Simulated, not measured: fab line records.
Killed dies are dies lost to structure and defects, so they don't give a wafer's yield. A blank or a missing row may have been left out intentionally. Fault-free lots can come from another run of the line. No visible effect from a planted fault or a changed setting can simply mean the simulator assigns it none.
Chamber matching :: flow gf180mcu :: GF_STI_ETCH_14 on rieSi-02 has 4 sister chambers
The step etches Si in HBr/Cl2/O2, target depth 360 nm, time 102.9 s. 16 wafers are shown with their chamber, then 8 later ones without.

## WAFERS WITH THEIR CHAMBER
wafer: L137.3
chamber: 2
oesProductAu (a.u.): 0.992
throttleValvePct (%): 25.651
HBr_flow_sccm (sccm): 150.9

wafer: L137.5
chamber: 3
oesProductAu (a.u.): 1.006
throttleValvePct (%): 25.656
HBr_flow_sccm (sccm): 149.5

wafer: L137.6
chamber: 1
oesProductAu (a.u.): 0.996
throttleValvePct (%): 25.670
HBr_flow_sccm (sccm): 149.6

wafer: L138.1
chamber: 0
oesProductAu (a.u.): 1.002
throttleValvePct (%): 25.660
HBr_flow_sccm (sccm): 150.0

wafer: L138.2
chamber: 2
oesProductAu (a.u.): 0.994
throttleValvePct (%): 25.651
HBr_flow_sccm (sccm): 150.2

wafer: L138.5
chamber: 3
oesProductAu (a.u.): 1.009
throttleValvePct (%): 25.662
HBr_flow_sccm (sccm): 149.9

wafer: L141.2
chamber: 2
oesProductAu (a.u.): 0.985
throttleValvePct (%): 25.668
HBr_flow_sccm (sccm): 150.2

wafer: L141.3
chamber: 3
oesProductAu (a.u.): 1.000
throttleValvePct (%): 25.667
HBr_flow_sccm (sccm): 150.2

wafer: L141.4
chamber: 0
oesProductAu (a.u.): 0.999
throttleValvePct (%): 25.641
HBr_flow_sccm (sccm): 149.3

wafer: L142.1
chamber: 3
oesProductAu (a.u.): 1.005
throttleValvePct (%): 25.652
HBr_flow_sccm (sccm): 149.8

wafer: L142.4
chamber: 3
oesProductAu (a.u.): 1.007
throttleValvePct (%): 25.637
HBr_flow_sccm (sccm): 149.6

wafer: L142.5
chamber: 0
oesProductAu (a.u.): 1.005
throttleValvePct (%): 25.643
HBr_flow_sccm (sccm): 149.8

wafer: L144.1
chamber: 3
oesProductAu (a.u.): 0.988
throttleValvePct (%): 25.661
HBr_flow_sccm (sccm): 149.4

wafer: L144.2
chamber: 0
oesProductAu (a.u.): 1.009
throttleValvePct (%): 25.659
HBr_flow_sccm (sccm): 150.1

wafer: L144.4
chamber: 2
oesProductAu (a.u.): 0.988
throttleValvePct (%): 25.657
HBr_flow_sccm (sccm): 149.7

wafer: L147.1
chamber: 0
oesProductAu (a.u.): 0.999
throttleValvePct (%): 25.660
HBr_flow_sccm (sccm): 150.1

SIGNATURES, as means of the wafers listed above
reading: oesProductAu
chamber 0: 1.00280
chamber 1: 0.99600
chamber 2: 0.98975
chamber 3: 1.00250
scatter within a chamber: 0.00591

reading: throttleValvePct
chamber 0: 25.65260
chamber 1: 25.67000
chamber 2: 25.65675
chamber 3: 25.65583
scatter within a chamber: 0.0097

reading: HBr_flow_sccm
chamber 0: 149.860
chamber 1: 149.600
chamber 2: 150.250
chamber 3: 149.733
scatter within a chamber: 0.367
Rule: a wafer's distance from a chamber is the root of the sum, over the readings, of the square of ((its reading less the chamber's mean) divided by the reading's scatter). The wafer belongs to the nearest chamber; if the next one is less than 2 further off, it can't be placed. How the scatter is found: for the shown wafers, subtract from each reading the mean of its chamber, square and add these, divide the total by (wafers less chambers), then take the root.

## WAFERS WITHOUT THEIR CHAMBER
wafer: L147.2
oesProductAu (a.u.): 0.994
throttleValvePct (%): 25.651
HBr_flow_sccm (sccm): 150.5

wafer: L147.3
oesProductAu (a.u.): 0.997
throttleValvePct (%): 25.654
HBr_flow_sccm (sccm): 149.3

wafer: L148.1
oesProductAu (a.u.): 0.996
throttleValvePct (%): 25.661
HBr_flow_sccm (sccm): 149.8

wafer: L148.3
oesProductAu (a.u.): 1.003
throttleValvePct (%): 25.656
HBr_flow_sccm (sccm): 150.0

wafer: L148.4
oesProductAu (a.u.): 0.996
throttleValvePct (%): 25.646
HBr_flow_sccm (sccm): 150.3

wafer: L149.4
oesProductAu (a.u.): 1.008
throttleValvePct (%): 25.649
HBr_flow_sccm (sccm): 151.1

wafer: L149.5
oesProductAu (a.u.): 0.990
throttleValvePct (%): 25.667
HBr_flow_sccm (sccm): 150.8

wafer: L149.6
oesProductAu (a.u.): 1.009
throttleValvePct (%): 25.651
HBr_flow_sccm (sccm): 149.9

## WHICH CHAMBER EACH ONE RAN IN
wafer: L147.2
from the rows above: can't be placed: 2 or 0 or 3
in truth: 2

wafer: L147.3
from the rows above: can't be placed: 3 or 0 or 1 or 2
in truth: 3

wafer: L148.1
from the rows above: can't be placed: 1 or 3 or 0 or 2
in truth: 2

wafer: L148.3
from the rows above: can't be placed: 0 or 3 or 1 or 2
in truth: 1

wafer: L148.4
from the rows above: can't be placed: 2 or 0 or 3 or 1
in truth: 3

wafer: L149.4
from the rows above: can't be placed: 0 or 3 or 2 or 1
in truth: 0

wafer: L149.5
from the rows above: can't be placed: 2 or 1 or 0 or 3
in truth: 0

wafer: L149.6
from the rows above: can't be placed: 0 or 3 or 1
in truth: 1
Placed correctly: 0 of 8. Unplaceable from these rows: 8, with the true chamber sitting among the candidates in 8. Number placed wrongly: 0.
